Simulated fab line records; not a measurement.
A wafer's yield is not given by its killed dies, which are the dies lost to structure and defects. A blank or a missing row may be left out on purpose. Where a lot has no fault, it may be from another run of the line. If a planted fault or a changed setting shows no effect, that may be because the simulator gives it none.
Which tool did it? :: flow sfq line :: Sampling: 13 lots, 39 wafers, 2 of 325 route steps

== WHAT EACH GAUGE READ, for each wafer ==
No reading from a measuring or inspecting step in the record can be judged against a usual standard deviation.

== TOOL THAT RAN EACH LOT (tool first, then ch and the chambers of the sampled wafers, then the start) ==
lot: L592
SFQ_TRILAYER_I6_DEP_PECVD_165: pecvd-02 ch 1,2, day 65 20:35
SFQ_TRILAYER_I6_CMP_CMP_166: cmp-02 ch 0,2,3, day 66 15:30

lot: L593
SFQ_TRILAYER_I6_DEP_PECVD_165: pecvd-02 ch 1,2, day 65 22:59
SFQ_TRILAYER_I6_CMP_CMP_166: cmp-02 ch 0,1,2, day 66 22:00

lot: L594
SFQ_TRILAYER_I6_DEP_PECVD_165: pecvd-03 ch 1,2, day 69 02:35
SFQ_TRILAYER_I6_CMP_CMP_166: cmp-01 ch 0,1,2, day 69 03:10

lot: L595
SFQ_TRILAYER_I6_DEP_PECVD_165: pecvd-04 ch 0,2, day 69 04:04
SFQ_TRILAYER_I6_CMP_CMP_166: cmp-02 ch 0,1,3, day 69 04:11

lot: L596
SFQ_TRILAYER_I6_DEP_PECVD_165: pecvd-03 ch 0,1, day 69 05:16
SFQ_TRILAYER_I6_CMP_CMP_166: cmp-02 ch 0,3, day 69 07:41

lot: L600
SFQ_TRILAYER_I6_DEP_PECVD_165: pecvd-03 ch 0,2, day 76 06:32
SFQ_TRILAYER_I6_CMP_CMP_166: cmp-01 ch 0,1,2, day 76 06:37

lot: L603
SFQ_TRILAYER_I6_DEP_PECVD_165: pecvd-03 ch 0,1, day 76 11:20
SFQ_TRILAYER_I6_CMP_CMP_166: cmp-01 ch 2,3, day 76 12:37

lot: L607
SFQ_TRILAYER_I6_DEP_PECVD_165: pecvd-04 ch 0,1,2, day 76 21:25
SFQ_TRILAYER_I6_CMP_CMP_166: cmp-01 ch 0,1,2, day 76 22:07

lot: L608
SFQ_TRILAYER_I6_DEP_PECVD_165: pecvd-02 ch 0,1,2, day 76 23:49
SFQ_TRILAYER_I6_CMP_CMP_166: cmp-02 ch 0,2,3, day 76 23:53

lot: L610
SFQ_TRILAYER_I6_DEP_PECVD_165: pecvd-04 ch 1,2, day 77 10:36
SFQ_TRILAYER_I6_CMP_CMP_166: cmp-02 ch 0,1, day 77 12:31

lot: L612
SFQ_TRILAYER_I6_DEP_PECVD_165: pecvd-02 ch 0,2, day 77 19:00
SFQ_TRILAYER_I6_CMP_CMP_166: cmp-01 ch 0,2,3, day 77 21:20

lot: L613
SFQ_TRILAYER_I6_DEP_PECVD_165: pecvd-04 ch 0,2, day 77 21:24
SFQ_TRILAYER_I6_CMP_CMP_166: cmp-01 ch 0,2,3, day 78 00:20

lot: L615
SFQ_TRILAYER_I6_DEP_PECVD_165: pecvd-04 ch 0,1,2, day 78 02:57
SFQ_TRILAYER_I6_CMP_CMP_166: cmp-02 ch 0,2,3, day 78 03:38
- SFQ_TRILAYER_I6_DEP_PECVD_165: deposits SiO2 from SiH4/N2O, time 111.11 s, target thk 500 nm.
- SFQ_TRILAYER_I6_CMP_CMP_166: polishes SiO2.

== AS READ BY THE TOOLS THEMSELVES (means over the sampled wafers that have a number; for cases with no such wafer, the mark the record gives instead) ==
SFQ_TRILAYER_I6_DEP_PECVD_165.
lot: L592
tool: pecvd-02
heater power outer w (W): 25
heater power w (W): 81
rf fwd power W (W): 182.0
showerhead vpp V (V): 882
susceptor temp C (C): 149.94
throttle valve pct (%): 25.0

lot: L593
tool: pecvd-02
heater power outer w (W): 28
heater power w (W): 84
rf fwd power W (W): 182.2
showerhead vpp V (V): 854
susceptor temp C (C): 150.03
throttle valve pct (%): 23.9

lot: L594
tool: pecvd-03
heater power outer w (W): 41
heater power w (W): 97
rf fwd power W (W): 182.5
showerhead vpp V (V): 828
susceptor temp C (C): 149.96
throttle valve pct (%): 23.6

lot: L595
tool: pecvd-04
heater power outer w (W): 43
heater power w (W): 115
rf fwd power W (W): 182.2
showerhead vpp V (V): 775
susceptor temp C (C): 150.05
throttle valve pct (%): 24.6

lot: L596
tool: pecvd-03
heater power outer w (W): 27
heater power w (W): 80
rf fwd power W (W): 183.1
showerhead vpp V (V): 778
susceptor temp C (C): 149.97
throttle valve pct (%): 24.3

lot: L600
tool: pecvd-03
heater power outer w (W): 67
heater power w (W): 133
rf fwd power W (W): 109.3
showerhead vpp V (V): 627
susceptor temp C (C): 149.98
throttle valve pct (%): 24.1

lot: L603
tool: pecvd-03
heater power outer w (W): 43
heater power w (W): 100
rf fwd power W (W): 108.8
showerhead vpp V (V): 616
susceptor temp C (C): 150.11
throttle valve pct (%): 25.0

lot: L607
tool: pecvd-04
heater power outer w (W): 42
heater power w (W): 113
rf fwd power W (W): 181.4
showerhead vpp V (V): 798
susceptor temp C (C): 150.04
throttle valve pct (%): 24.8

lot: L608
tool: pecvd-02
heater power outer w (W): 27
heater power w (W): 80
rf fwd power W (W): 182.3
showerhead vpp V (V): 858
susceptor temp C (C): 150.01
throttle valve pct (%): 25.2

lot: L610
tool: pecvd-04
heater power outer w (W): 39
heater power w (W): 109
rf fwd power W (W): 182.4
showerhead vpp V (V): 820
susceptor temp C (C): 150.06
throttle valve pct (%): 24.8

lot: L612
tool: pecvd-02
heater power outer w (W): 22
heater power w (W): 77
rf fwd power W (W): 182.4
showerhead vpp V (V): 883
susceptor temp C (C): 150.00
throttle valve pct (%): 26.3

lot: L613
tool: pecvd-04
heater power outer w (W): 48
heater power w (W): 127
rf fwd power W (W): 182.7
showerhead vpp V (V): 803
susceptor temp C (C): 149.93
throttle valve pct (%): 24.9

lot: L615
tool: pecvd-04
heater power outer w (W): 44
heater power w (W): 114
rf fwd power W (W): 181.9
showerhead vpp V (V): 787
susceptor temp C (C): 150.12
throttle valve pct (%): 24.7

SFQ_TRILAYER_I6_CMP_CMP_166.
lot: L592
tool: cmp-02
motor current A (A): 10.2
time to endpoint s (s): 214

lot: L593
tool: cmp-02
motor current A (A): 9.7
time to endpoint s (s): 215

lot: L594
tool: cmp-01
motor current A (A): 9.3
time to endpoint s (s): 214

lot: L595
tool: cmp-02
motor current A (A): 10.7
time to endpoint s (s): 206

lot: L596
tool: cmp-02
motor current A (A): 10.1
time to endpoint s (s): 204

lot: L600
tool: cmp-01
motor current A (A): 9.6
time to endpoint s (s): 160

lot: L603
tool: cmp-01
motor current A (A): 8.8
time to endpoint s (s): 168

lot: L607
tool: cmp-01
motor current A (A): 9.8
time to endpoint s (s): 225

lot: L608
tool: cmp-02
motor current A (A): 10.3
time to endpoint s (s): 209

lot: L610
tool: cmp-02
motor current A (A): 9.9
time to endpoint s (s): 212

lot: L612
tool: cmp-01
motor current A (A): 9.3
time to endpoint s (s): 222

lot: L613
tool: cmp-01
motor current A (A): 9.5
time to endpoint s (s): 227

lot: L615
tool: cmp-02
motor current A (A): 10.4
time to endpoint s (s): 217

== THE ANSWER, worked out from the rows above alone ==
Rule: usual is defined by the lots themselves. The widest of any qualifying gaps counts: lots, ordered by their means at a reading, are off when they make up no more than a third of the lots, leave a main group of 4 or more, and stand apart from it by 3 or more times the standard deviation of that group's means. The tables above print the reading to a certain number of digits; a main group whose means all agree to those digits is not used. Also off: a lot with no number at a reading for which 4 or more lots have one. All remaining lots with rows at the step are treated as sound. First the gauges in route order, then the tools' own readings, where a lot's mean is used as printed above. At the first step where some lot is off, the reading lying furthest off is the one used; lots without a number count as furthest.
Off: L600, L603, at SFQ_TRILAYER_I6_DEP_PECVD_165 (rf fwd power W). The main group has a mean of 182.3 W with a standard deviation of 0.42.
If a tool, at that step or one of the process steps before it, ran each lot that is off and ran no sound lot following the first of them, it fits. One candidate fits, namely pecvd-03 at SFQ_TRILAYER_I6_DEP_PECVD_165. A fault onset in the window from L596 (day 69 05:16, its last sound lot) to L600 (day 76 06:32, its first lot off) fits.
The tool's own readings at SFQ_TRILAYER_I6_DEP_PECVD_165 bear it out: on the lots that are off they differ by more than 5 times the standard deviation of the sound lots' means. rf fwd power W reads 109.0 W there against 182.3 W on the sound lots; showerhead vpp V reads 622 V there against 824 V on the sound lots.

== WHAT HAD BEEN PUT IN BY THE SIMULATOR ==
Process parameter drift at SFQ_TRILAYER_I6_DEP_PECVD_165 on pecvd-03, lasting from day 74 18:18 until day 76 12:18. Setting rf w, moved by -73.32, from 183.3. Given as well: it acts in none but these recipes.
Shown lots that were struck: L600, L603. The rule given above showed the same thing.
